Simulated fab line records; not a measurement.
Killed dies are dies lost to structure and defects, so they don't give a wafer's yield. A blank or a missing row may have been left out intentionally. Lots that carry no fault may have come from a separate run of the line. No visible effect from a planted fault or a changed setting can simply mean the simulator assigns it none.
fab line records	flow sky130
[record] lots = 13	wafers = 39	last-day = 51
route steps=708 shown SONOS_ONO@173 GATE_OXIDE@197 RES_PROTECT@210 POLY_GATE@232 PAD_OPEN@708
lots that met no fault: from a run of the same line without faults
start-h: the number of hours between the record's first day and the start of the first shown wafer of the lot	wait-h: hours elapsed since this lot's preceding step	" as in the row above	L1.1+2: several wafers, shown together as one row	- no value present, or no start provided	* or withheld: withheld	< > ~ a bound
route shown NAME@n: NAME is a module with steps in the file, n the number in the route of the first one	usual: mean and standard deviation over wafers with no fault	same: alike in all rows	chamber/n: place in a boat	sites: per-site readings	_std_site: standard deviation across them	_edge_site: the outer-site mean with the inner-site mean subtracted	radius-mm: how far each site lies from the wafer's centre	mask NAME#n: copy n	behind: the tool/chamber that last shaped the wafer	hold: the reason the lot was held/the length of the hold in hours/how it ended	device: the transistor (n, p or np) that didn't switch	end of line: the tests these same wafers got at the end of their route	a step without rows: its recipe alone	killed: at the first sort, the dies lost to defects and structure; wafer yield is something else	map: dies across one wafer; x = killed, . = not, _ = none there
set.NAME: the setting the step ran with; set.NAME@STEP: the setting that earlier step ran with	model.NAME: the simulator's own value behind a step, which no gauge read
steps of the route over a sample of lots; a table a step, a row a wafer
services: when a tool's chamber went out of use (start-h, in hours from the record's first day, below 0 if earlier), for how many hours, and the reason
[[steps]]
[step SKY_SONOS_ONO_THK_MEAS_05]
[recipe] reads = SiO2_of_SONOS_ONO_CVD_04
[usual] SONOS_ONO_CVD_04_THK = 5.65/0.11
lot.wafer	tool	chamber	start-h	wait-h	SONOS_ONO_CVD_04_THK[nm]
L417.1	film-metro-02	-	278.67	0.0	5.60
L417.2	"	-	"	"	5.61
L417.6	"	-	"	"	5.66
L420.3	film-metro-01	-	299.18	0.0	5.72
L420.5	"	-	"	"	5.63
L420.6	"	-	"	"	5.59
L421.1	film-metro-01	-	315.30	0.0	5.69
L421.2	"	-	"	"	5.59
L421.6	"	-	"	"	5.69
L423.1	film-metro-02	-	328.99	0.0	5.47
L423.3	"	-	"	"	5.62
L423.5	"	-	"	"	5.60
L425.1	film-metro-03	-	338.38	0.0	5.52
L425.2	"	-	"	"	5.57
L425.5	"	-	"	"	5.55
L426.1	film-metro-02	-	346.43	0.0	5.50
L426.3	"	-	"	"	5.52
L426.5	"	-	"	"	5.53
L427.1	film-metro-02	-	351.82	0.0	5.52
L427.4	"	-	"	"	5.54
L427.6	"	-	"	"	5.45
L433.2	film-metro-01	-	390.95	0.0	5.61
L433.3	"	-	"	"	5.79
L433.5	"	-	"	"	5.61
L435.2	film-metro-02	-	402.87	0.0	5.52
L435.5	"	-	"	"	5.61
L435.6	"	-	"	"	5.47
L436.1	film-metro-02	-	414.42	0.0	5.75
L436.2	"	-	"	"	5.77
L436.4	"	-	"	"	5.82
L437.2	film-metro-03	-	417.26	0.0	5.62
L437.3	"	-	"	"	5.72
L437.6	"	-	"	"	5.67
L439.1	film-metro-02	-	429.25	0.0	5.65
L439.2	"	-	"	"	5.63
L439.4	"	-	"	"	5.60
L440.4	film-metro-01	-	440.64	0.0	5.73
L440.5	"	-	"	"	5.74
L440.6	"	-	"	"	5.75
[step SKY_GATE_OXIDE_OVL_MEAS_10]
[usual] GATE_OXIDE_OVL = 1.0/1.3
lot.wafer	tool	chamber	start-h	wait-h	GATE_OXIDE_OVL[nm]
L417.1	overlay-01	-	329.64	0.1	0.0
L417.2	"	-	"	"	2.4
L417.6	"	-	"	"	0.2
L420.3	overlay-02	-	351.38	0.1	3.1
L420.5	"	-	"	"	4.0
L420.6	"	-	"	"	1.3
L421.1	overlay-01	-	369.94	0.1	-0.3
L421.2	"	-	"	"	2.3
L421.6	"	-	"	"	0.1
L423.1	overlay-02	-	385.92	0.1	-1.0
L423.3	"	-	"	"	-3.0
L423.5	"	-	"	"	1.1
L425.1	overlay-01	-	392.99	0.1	1.4
L425.2	"	-	"	"	2.2
L425.5	"	-	"	"	3.0
L426.1	overlay-01	-	402.44	0.1	2.0
L426.3	"	-	"	"	0.2
L426.5	"	-	"	"	2.3
L427.1	overlay-02	-	407.24	0.1	-0.4
L427.4	"	-	"	"	0.5
L427.6	"	-	"	"	-0.1
L433.2	overlay-01	-	453.02	0.1	1.3
L433.3	"	-	"	"	0.1
L433.5	"	-	"	"	2.1
L435.2	overlay-02	-	465.27	0.1	2.3
L435.5	"	-	"	"	2.2
L435.6	"	-	"	"	2.0
L436.1	overlay-02	-	477.34	0.1	1.2
L436.2	"	-	"	"	2.1
L436.4	"	-	"	"	-0.5
L437.2	overlay-01	-	479.90	0.1	-1.1
L437.3	"	-	"	"	-1.4
L437.6	"	-	"	"	0.8
L439.1	overlay-02	-	491.27	0.1	0.4
L439.2	"	-	"	"	-1.0
L439.4	"	-	"	"	-0.2
L440.4	overlay-02	-	502.00	0.1	1.8
L440.5	"	-	"	"	2.6
L440.6	"	-	"	"	0.8
[step SKY_RES_PROTECT_EXPOSE_04]
[recipe] mask-id = RPM	na = 0.6	source-shape = conventional	sigma-outer = 0.6	polarization = unpolarized	target-cd-nm = 1270	dose-mj = 131
lot.wafer	tool	chamber	start-h	wait-h	mask
L417.1+2+6	iline-stepper-02	0	346.84	-	RPM#0
L420.3+5+6	iline-stepper-02	0	368.63	-	RPM#0
L421.1+2+6	iline-stepper-01	0	388.42	-	RPM#0
L423.1+3+5	iline-stepper-01	0	404.12	-	RPM_R1#0
L425.1+2+5	iline-stepper-01	0	412.31	-	RPM#0
L426.1+3+5	iline-stepper-01	0	421.61	-	RPM#0
L427.1+4+6	iline-stepper-01	0	425.19	-	RPM#0
L433.2+3+5	iline-stepper-02	0	470.56	-	RPM#0
L435.2+5+6	iline-stepper-01	0	484.38	-	RPM#0
L436.1+2+4	iline-stepper-01	0	495.09	-	RPM#0
L437.2+3+6	iline-stepper-02	0	498.33	-	RPM#0
L439.1+2+4	iline-stepper-02	0	509.47	-	RPM#0
L440.4+5+6	iline-stepper-01	0	522.62	-	RPM#0
[step SKY_POLY_GATE_STRIP_18]
[recipe] chemistry = O2/N2	power-w = 1400	pressure-mtorr = 1500	platen-temp-c = withheld	o2-flow-sccm = 3000	n2-flow-sccm = 300	overash-fraction = 0.5
[usual] drypump-motor-current-A = 5.5/0.35	oes-product-au = 0.360/0.0047	strip-time-to-endpoint-s = 3.17/0.039
lot.wafer	tool	chamber	start-h	wait-h	drypump-motor-current-A	oes-product-au	rf-hours-counter-h	strip-time-to-endpoint-s
L417.1	plasma-asher-04	0	391.98	0.0	5.9	0.367	67	3.20
L417.2	"	1	"	"	5.9	0.358	67	3.19
L417.6	"	0	"	"	5.9	0.355	-	3.18
L420.3	plasma-asher-04	1	414.96	0.1	5.9	0.359	-	3.13
L420.5	"	1	"	"	5.9	0.359	-	3.17
L420.6	"	0	"	"	5.9	0.361	-	3.12
L421.1	plasma-asher-01	0	433.91	0.0	5.1	0.366	29	3.14
L421.2	"	1	"	"	5.3	0.365	29	3.17
L421.6	"	1	"	"	5.3	0.363	-	3.15
L423.1	plasma-asher-04	1	451.88	0.0	5.9	0.359	2	3.16
L423.3	"	0	"	"	5.9	0.364	-	3.09
L423.5	"	1	"	"	5.9	0.362	-	3.17
L425.1	plasma-asher-01	0	461.16	0.0	5.1	0.352	32	3.16
L425.2	"	1	"	"	5.3	0.361	32	3.10
L425.5	"	1	"	"	5.3	0.352	-	3.14
L426.1	plasma-asher-01	1	467.98	0.0	5.3	0.366	33	3.20
L426.3	"	1	"	"	5.3	0.361	-	3.18
L426.5	"	1	"	"	5.3	0.370	-	3.17
L427.1	plasma-asher-01	1	472.93	0.0	5.3	0.352	33	3.17
L427.4	"	0	"	"	5.1	0.360	-	3.11
L427.6	"	0	"	"	5.1	0.365	-	3.17
L433.2	plasma-asher-01	1	520.51	0.0	5.3	0.362	38	3.21
L433.3	"	1	"	"	5.3	0.363	-	3.16
L433.5	"	1	"	"	5.3	0.360	-	3.18
L435.2	plasma-asher-04	0	531.71	0.0	5.9	0.362	10	3.22
L435.5	"	1	"	"	5.8	0.359	-	3.16
L435.6	"	0	"	"	5.9	0.367	-	3.24
L436.1	plasma-asher-01	1	542.23	0.0	5.3	0.363	40	3.10
L436.2	"	0	"	"	5.1	0.359	40	3.18
L436.4	"	0	"	"	5.1	0.362	-	3.21
L437.2	plasma-asher-01	0	546.68	0.0	5.1	0.356	41	3.22
L437.3	"	1	"	"	5.3	0.358	-	3.17
L437.6	"	0	"	"	5.1	0.365	-	3.18
L439.1	plasma-asher-04	0	556.03	0.0	5.9	0.359	14	3.23
L439.2	"	1	"	"	5.9	0.358	14	3.18
L439.4	"	0	"	"	5.9	0.372	-	3.15
L440.4	plasma-asher-04	1	570.01	0.1	5.9	0.360	-	3.20
L440.5	"	0	"	"	5.9	0.360	-	3.20
L440.6	"	1	"	"	5.9	0.361	-	3.20
[step SKY_PAD_OPEN_PROBE_99]
[usual] killed_at_M0_to_M3 = 42/6.7	killed_at_M4_up = 3.0/1.9	killed-at-contacts = 24/5.3	killed-at-front-end = 16/4.3	killed-at-other = 0.4/0.71	killed-dies = 85/9.6	killed-open = 46/6.5	killed-short = 39/6.7
[same] gross-dies = 492	killed-at-back-side = 0
lot.wafer	tool	chamber	start-h	wait-h	killed_at_M0_to_M3	killed_at_M4_up	killed-at-contacts	killed-at-front-end	killed-at-other	killed-dies	killed-open	killed-short
L417.1	prober-02	-	1098.05	0.1	45	0	24	12	2	83	45	36
L417.2	prober-02	-	1098.10	0.1	43	5	33	21	2	104	52	50
L417.6	prober-02	-	1098.30	0.2	37	0	20	21	3	81	44	35
L420.3	prober-01	-	1117.25	0.2	54	5	21	15	0	95	47	48
L420.5	prober-01	-	1117.35	0.2	28	3	29	17	1	78	39	39
L420.6	prober-01	-	1117.40	0.2	36	0	22	22	0	80	45	35
L421.1	prober-02	-	1130.39	0.1	46	4	27	15	0	92	42	50
L421.2	prober-02	-	1130.44	0.1	35	0	19	24	0	78	41	37
L421.6	prober-02	-	1130.64	0.2	43	2	35	17	0	97	64	33
L423.1	prober-02	-	1141.51	0.1	43	4	32	15	98	192	44	50
L423.3	prober-02	-	1141.61	0.2	44	3	22	7	79	155	41	35
L423.5	prober-02	-	1141.71	0.2	43	5	33	12	88	181	44	50
L425.1	prober-02	-	1155.10	0.1	34	1	23	19	0	77	44	33
L425.2	prober-02	-	1155.15	0.1	46	2	26	17	0	91	55	35
L425.5	prober-02	-	1155.30	0.2	43	1	22	19	0	85	34	49
L426.1	prober-01	-	1156.10	0.1	44	3	23	17	0	87	52	35
L426.3	prober-01	-	1156.20	0.2	48	4	19	12	2	85	43	41
L426.5	prober-01	-	1156.30	0.2	45	2	15	19	0	81	46	34
L427.1	prober-02	-	1159.34	0.1	57	2	16	15	1	91	51	40
L427.4	prober-02	-	1159.49	0.2	57	1	13	12	0	83	50	32
L427.6	prober-02	-	1159.59	0.2	46	3	22	20	0	91	43	47
L433.2	prober-02	-	1183.55	0.1	56	5	26	22	0	109	56	53
L433.3	prober-02	-	1183.60	0.2	50	5	32	24	0	111	62	49
L433.5	prober-02	-	1183.70	0.2	51	8	43	12	0	114	58	56
L435.2	prober-02	-	1194.02	0.1	47	1	19	11	1	79	52	27
L435.5	prober-02	-	1194.17	0.2	47	2	29	15	0	93	57	36
L435.6	prober-02	-	1194.22	0.2	40	5	23	16	0	84	50	33
L436.1	prober-01	-	1196.41	0.1	49	2	26	8	1	86	40	45
L436.2	prober-01	-	1196.46	0.1	38	1	22	18	0	79	46	33
L436.4	prober-01	-	1196.56	0.2	42	2	22	8	1	75	41	34
L437.2	prober-02	-	1198.05	0.1	47	3	24	14	0	88	53	33
L437.3	prober-02	-	1198.10	0.2	32	2	25	26	0	85	51	33
L437.6	prober-02	-	1198.25	0.2	52	1	25	24	0	102	47	55
L439.1	prober-02	-	1208.72	0.1	36	1	19	19	0	75	39	36
L439.2	prober-02	-	1208.77	0.1	36	1	15	14	0	66	39	27
L439.4	prober-02	-	1208.87	0.2	37	3	20	13	1	74	46	28
L440.4	prober-01	-	1217.16	0.2	41	5	16	24	0	86	48	38
L440.5	prober-01	-	1217.21	0.2	44	1	24	22	1	92	50	41
L440.6	prober-01	-	1217.26	0.2	39	2	26	21	0	88	48	39
// killed by level:class
L417.1 VIA1:geometric-particle:open=13 CONTACT:geometric-particle:open=8 CONTACT:geometric-particle:short=8 VIA3:geometric-particle:open=7 FIELD_ISO:geometric-particle:open=6 VIA2:geometric-particle:open=5 LI_CONTACT:geometric-particle:short=4 VIA1:geometric-particle:short=4
L417.2 CONTACT:geometric-particle:open=13 METAL1:geometric-particle:short=8 LI_CONTACT:geometric-particle:open=7 FIELD_ISO:geometric-particle:open=6 VIA2:geometric-particle:open=6 FIELD_ISO:geometric-particle:short=5 LOCAL_INTERCONNECT:geometric-particle:short=5 CONTACT:geometric-particle:short=5
L417.6 VIA1:geometric-particle:open=10 CONTACT:geometric-particle:open=7 VIA3:geometric-particle:open=6 VIA2:geometric-particle:short=6 FIELD_ISO:geometric-particle:short=5 METAL1:geometric-particle:short=5 LI_CONTACT:geometric-particle:open=5 POLY_GATE:geometric-particle:short=4
L420.3 VIA2:geometric-particle:open=12 METAL2:geometric-particle:short=8 CONTACT:geometric-particle:open=8 VIA1:geometric-particle:open=8 VIA1:geometric-particle:short=6 METAL1:geometric-particle:short=5 LI_CONTACT:geometric-particle:open=5 FIELD_ISO:geometric-particle:short=4
L420.5 LI_CONTACT:geometric-particle:open=10 CONTACT:geometric-particle:open=8 CONTACT:geometric-particle:short=6 VIA1:geometric-particle:open=5 LI_CONTACT:geometric-particle:short=5 METAL1:geometric-particle:short=5 METAL2:geometric-particle:short=5 POLY_GATE:geometric-particle:open=4
L420.6 METAL2:geometric-particle:short=11 CONTACT:geometric-particle:open=9 FIELD_ISO:geometric-particle:open=8 VIA1:geometric-particle:open=8 LI_CONTACT:geometric-particle:open=6 POLY_GATE:geometric-particle:short=4 LOCAL_INTERCONNECT:geometric-particle:short=4 METAL1:geometric-particle:short=4
L421.1 VIA1:geometric-particle:open=10 CONTACT:geometric-particle:open=9 METAL1:geometric-particle:short=7 CONTACT:geometric-particle:short=7 METAL2:geometric-particle:short=7 VIA3:geometric-particle:open=6 LI_CONTACT:geometric-particle:open=5 VIA1:geometric-particle:short=5
L421.2 VIA1:geometric-particle:open=8 CONTACT:geometric-particle:open=7 FIELD_ISO:geometric-particle:short=6 FIELD_ISO:geometric-particle:open=5 POLY_GATE:geometric-particle:short=4 SPACER:geometric-particle:open=4 CONTACT:geometric-particle:short=4 METAL1:geometric-particle:short=4
L421.6 CONTACT:geometric-particle:open=15 VIA1:geometric-particle:open=11 VIA2:geometric-particle:open=10 POLY_GATE:geometric-particle:open=8 LI_CONTACT:geometric-particle:open=8 VIA3:geometric-particle:short=5 FIELD_ISO:geometric-particle:short=4 CONTACT:geometric-particle:short=4
L423.1 RES_PROTECT:area-expose=98 LI_CONTACT:geometric-particle:open=13 LOCAL_INTERCONNECT:geometric-particle:short=10 VIA2:geometric-particle:open=8 VIA1:geometric-particle:open=7 METAL1:geometric-particle:short=7 VIA2:geometric-particle:short=7 METAL2:geometric-particle:short=5
L423.3 RES_PROTECT:area-expose=79 CONTACT:geometric-particle:open=10 VIA3:geometric-particle:open=8 METAL1:geometric-particle:short=7 METAL2:geometric-particle:short=6 VIA1:geometric-particle:open=6 LI_CONTACT:geometric-particle:open=4 VIA1:geometric-particle:short=4
L423.5 RES_PROTECT:area-expose=87 VIA1:geometric-particle:open=10 LI_CONTACT:geometric-particle:short=9 CONTACT:geometric-particle:open=8 LI_CONTACT:geometric-particle:open=7 METAL1:geometric-particle:short=7 VIA1:geometric-particle:short=7 LOCAL_INTERCONNECT:geometric-particle:short=6
L425.1 VIA1:geometric-particle:open=12 POLY_GATE:geometric-particle:open=5 LI_CONTACT:geometric-particle:open=5 LOCAL_INTERCONNECT:geometric-particle:short=5 CONTACT:geometric-particle:open=5 CONTACT:geometric-particle:short=5 METAL1:geometric-particle:short=5 VIA2:geometric-particle:open=5
L425.2 VIA1:geometric-particle:open=19 CONTACT:geometric-particle:open=11 LI_CONTACT:geometric-particle:open=6 FIELD_ISO:geometric-particle:short=4 VIA2:geometric-particle:open=4 POLY_GATE:geometric-particle:short=4 VIA3:geometric-particle:open=4 CONTACT:geometric-particle:short=4
L425.5 METAL1:geometric-particle:short=10 VIA1:geometric-particle:open=8 LI_CONTACT:geometric-particle:open=7 FIELD_ISO:geometric-particle:open=6 CONTACT:geometric-particle:short=6 LOCAL_INTERCONNECT:geometric-particle:short=5 METAL2:geometric-particle:short=5 POLY_GATE:geometric-particle:short=4
L426.1 VIA1:geometric-particle:open=10 CONTACT:geometric-particle:open=9 VIA2:geometric-particle:open=7 VIA3:geometric-particle:open=7 FIELD_ISO:geometric-particle:open=5 LI_CONTACT:geometric-particle:open=5 CONTACT:geometric-particle:short=4 METAL1:geometric-particle:short=4
L426.3 VIA1:geometric-particle:open=9 CONTACT:geometric-particle:open=8 VIA1:geometric-particle:short=7 VIA2:geometric-particle:open=7 VIA3:geometric-particle:open=6 POLY_GATE:geometric-particle:short=5 LOCAL_INTERCONNECT:geometric-particle:short=5 METAL2:geometric-particle:open=5
L426.5 VIA1:geometric-particle:open=12 LI_CONTACT:geometric-particle:open=8 FIELD_ISO:geometric-particle:short=6 METAL1:geometric-particle:short=5 VIA2:geometric-particle:open=5 METAL2:geometric-particle:short=5 CONTACT:geometric-particle:open=4 VIA1:geometric-particle:short=4
L427.1 VIA1:geometric-particle:open=21 VIA1:geometric-particle:short=9 METAL2:geometric-particle:short=7 METAL1:geometric-particle:short=6 VIA2:geometric-particle:open=6 FIELD_ISO:geometric-particle:short=5 CONTACT:geometric-particle:short=4 LOCAL_INTERCONNECT:geometric-particle:open=3
L427.4 VIA1:geometric-particle:open=12 VIA2:geometric-particle:open=10 CONTACT:geometric-particle:open=7 VIA1:geometric-particle:short=6 METAL2:geometric-particle:open=6 METAL2:geometric-particle:short=5 VIA2:geometric-particle:short=5 VIA3:geometric-particle:open=5
L427.6 METAL2:geometric-particle:short=9 CONTACT:geometric-particle:open=9 VIA1:geometric-particle:short=7 VIA3:geometric-particle:open=7 VIA1:geometric-particle:open=6 LI_CONTACT:geometric-particle:open=5 FIELD_ISO:geometric-particle:open=4 FIELD_ISO:geometric-particle:short=4
L433.2 VIA1:geometric-particle:open=18 FIELD_ISO:geometric-particle:short=9 VIA3:geometric-particle:open=9 CONTACT:geometric-particle:open=9 VIA2:geometric-particle:open=7 LI_CONTACT:geometric-particle:short=6 CONTACT:geometric-particle:short=5 METAL1:geometric-particle:short=5
L433.3 VIA1:geometric-particle:open=13 CONTACT:geometric-particle:open=12 VIA3:geometric-particle:open=12 METAL1:geometric-particle:short=7 FIELD_ISO:geometric-particle:short=6 FIELD_ISO:geometric-particle:open=6 LOCAL_INTERCONNECT:geometric-particle:short=6 LI_CONTACT:geometric-particle:short=5
L433.5 CONTACT:geometric-particle:open=21 METAL1:geometric-particle:short=11 VIA1:geometric-particle:open=10 LOCAL_INTERCONNECT:geometric-particle:short=8 METAL4:geometric-particle:short=7 VIA3:geometric-particle:open=6 LI_CONTACT:geometric-particle:open=5 LOCAL_INTERCONNECT:geometric-particle:open=5
L435.2 VIA1:geometric-particle:open=17 CONTACT:geometric-particle:open=10 VIA2:geometric-particle:open=8 LI_CONTACT:geometric-particle:open=6 VIA3:geometric-particle:short=6 METAL1:geometric-particle:short=5 FIELD_ISO:geometric-particle:open=3 METAL2:geometric-particle:short=3
L435.5 CONTACT:geometric-particle:open=14 VIA1:geometric-particle:open=10 LI_CONTACT:geometric-particle:open=9 VIA2:geometric-particle:open=8 VIA3:geometric-particle:open=6 VIA3:geometric-particle:short=4 VIA1:geometric-particle:short=4 METAL2:geometric-particle:short=4
L435.6 VIA1:geometric-particle:open=13 LI_CONTACT:geometric-particle:open=9 CONTACT:geometric-particle:open=8 VIA2:geometric-particle:open=6 VIA3:geometric-particle:open=5 FIELD_ISO:geometric-particle:open=4 FIELD_ISO:geometric-particle:short=4 VIA2:geometric-particle:short=4
L436.1 VIA1:geometric-particle:open=13 LOCAL_INTERCONNECT:geometric-particle:short=7 VIA1:geometric-particle:short=7 METAL2:geometric-particle:short=7 LI_CONTACT:geometric-particle:open=6 CONTACT:geometric-particle:short=6 CONTACT:geometric-particle:open=6 VIA3:geometric-particle:open=6
L436.2 CONTACT:geometric-particle:open=12 FIELD_ISO:geometric-particle:open=7 VIA2:geometric-particle:open=6 VIA1:geometric-particle:short=6 FIELD_ISO:geometric-particle:short=5 LI_CONTACT:geometric-particle:open=5 VIA3:geometric-particle:open=5 SPACER:geometric-particle:short=4
L436.4 VIA3:geometric-particle:open=9 CONTACT:geometric-particle:open=8 VIA1:geometric-particle:short=8 VIA1:geometric-particle:open=6 VIA2:geometric-particle:open=6 LI_CONTACT:geometric-particle:open=5 CONTACT:geometric-particle:short=5 FIELD_ISO:geometric-particle:open=4
L437.2 VIA1:geometric-particle:open=13 LI_CONTACT:geometric-particle:open=10 CONTACT:geometric-particle:open=9 POLY_GATE:geometric-particle:short=8 VIA2:geometric-particle:open=8 VIA1:geometric-particle:short=5 VIA3:geometric-particle:open=5 METAL1:geometric-particle:short=4
L437.3 VIA1:geometric-particle:open=13 POLY_GATE:geometric-particle:open=11 CONTACT:geometric-particle:open=9 CONTACT:geometric-particle:short=7 LI_CONTACT:geometric-particle:open=6 VIA2:geometric-particle:open=5 FIELD_ISO:geometric-particle:short=4 POLY_GATE:geometric-particle:short=4
L437.6 METAL1:geometric-particle:short=11 VIA3:geometric-particle:open=8 CONTACT:geometric-particle:open=7 VIA1:geometric-particle:short=7 VIA1:geometric-particle:open=7 POLY_GATE:geometric-particle:short=6 LI_CONTACT:geometric-particle:short=6 FIELD_ISO:geometric-particle:short=5
L439.1 VIA1:geometric-particle:open=10 FIELD_ISO:geometric-particle:short=7 VIA2:geometric-particle:open=7 CONTACT:geometric-particle:open=6 FIELD_ISO:geometric-particle:open=5 LI_CONTACT:geometric-particle:short=4 LOCAL_INTERCONNECT:geometric-particle:short=4 VIA1:geometric-particle:short=4
L439.2 VIA1:geometric-particle:open=8 VIA1:geometric-particle:short=8 LI_CONTACT:geometric-particle:open=6 FIELD_ISO:geometric-particle:open=4 METAL1:geometric-particle:short=4 VIA2:geometric-particle:open=3 POLY_GATE:geometric-particle:short=3 POLY_GATE:geometric-particle:open=3
L439.4 VIA3:geometric-particle:open=9 CONTACT:geometric-particle:open=9 FIELD_ISO:geometric-particle:open=5 LI_CONTACT:geometric-particle:open=5 METAL1:geometric-particle:short=5 METAL1:geometric-particle:open=4 VIA1:geometric-particle:open=4 VIA2:geometric-particle:open=4
L440.4 VIA3:geometric-particle:open=9 FIELD_ISO:geometric-particle:open=8 FIELD_ISO:geometric-particle:short=7 CONTACT:geometric-particle:open=7 VIA1:geometric-particle:open=7 VIA2:geometric-particle:open=7 LI_CONTACT:geometric-particle:open=4 METAL2:geometric-particle:short=4
L440.5 CONTACT:geometric-particle:open=14 VIA1:geometric-particle:open=10 FIELD_ISO:geometric-particle:short=8 VIA3:geometric-particle:open=5 POLY_GATE:geometric-particle:open=5 CONTACT:geometric-particle:short=5 VIA1:geometric-particle:short=5 METAL2:geometric-particle:short=5
L440.6 VIA1:geometric-particle:open=12 CONTACT:geometric-particle:open=8 FIELD_ISO:geometric-particle:short=6 LI_CONTACT:geometric-particle:open=6 VIA2:geometric-particle:open=6 LOCAL_INTERCONNECT:geometric-particle:short=5 METAL1:geometric-particle:short=5 VIA3:geometric-particle:open=5
[[services]]
tool	chamber	start-h	hours	kind
plasma-asher-01	-	346.35	14.6	pm
iline-stepper-02	0	350.52	-	calibration
iline-stepper-02	-	351.06	1.7	pm
iline-stepper-01	0	399.83	-	calibration
plasma-asher-04	-	421.25	9.0	pm
plasma-asher-04	0	421.25	9.0	vent-cycle
plasma-asher-04	1	421.25	9.0	vent-cycle
plasma-asher-04	0	430.25	-	clean
plasma-asher-04	1	430.25	-	clean
iline-stepper-01	-	444.97	1.7	pm
iline-stepper-02	-	448.95	8.9	pm
iline-stepper-02	0	562.58	-	calibration
iline-stepper-02	-	569.24	1.7	pm
[[key]]
[first-sign] step = SKY_RES_PROTECT_EXPOSE_04	reading = mask	direction = changed
[effect] step = SKY_PAD_OPEN_PROBE_99	reading = killed-at-other	direction = up	sigmas = 88	usual = 0.4	struck = 88.3
[more-kills-born-at] SKY_RES_PROTECT_EXPOSE_04@iline-stepper-01 = 264
met-at SKY_RES_PROTECT_EXPOSE_04
struck-lots L423
tester-left-out L423
not-acting-at SKY_SONOS_ONO_THK_MEAS_05,SKY_GATE_OXIDE_OVL_MEAS_10,SKY_POLY_GATE_STRIP_18
onset-between 388.42 404.12
[fault] kind = wrong-mask	tool = any	chamber = -	onset-h = 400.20	steps = SKY_RES_PROTECT_EXPOSE_04	aux-copy = RPM_R1#0	cd-offset-nm = 190	scope = struck-lots-only
// tester-left-out: of these lots the tester's yield and bins aren't shown, on N5 and GAA mostly nor the transistor test; their killed dies are dies lost to structure and defects alone, not to doping, threshold or leakage, so they don't give the yield
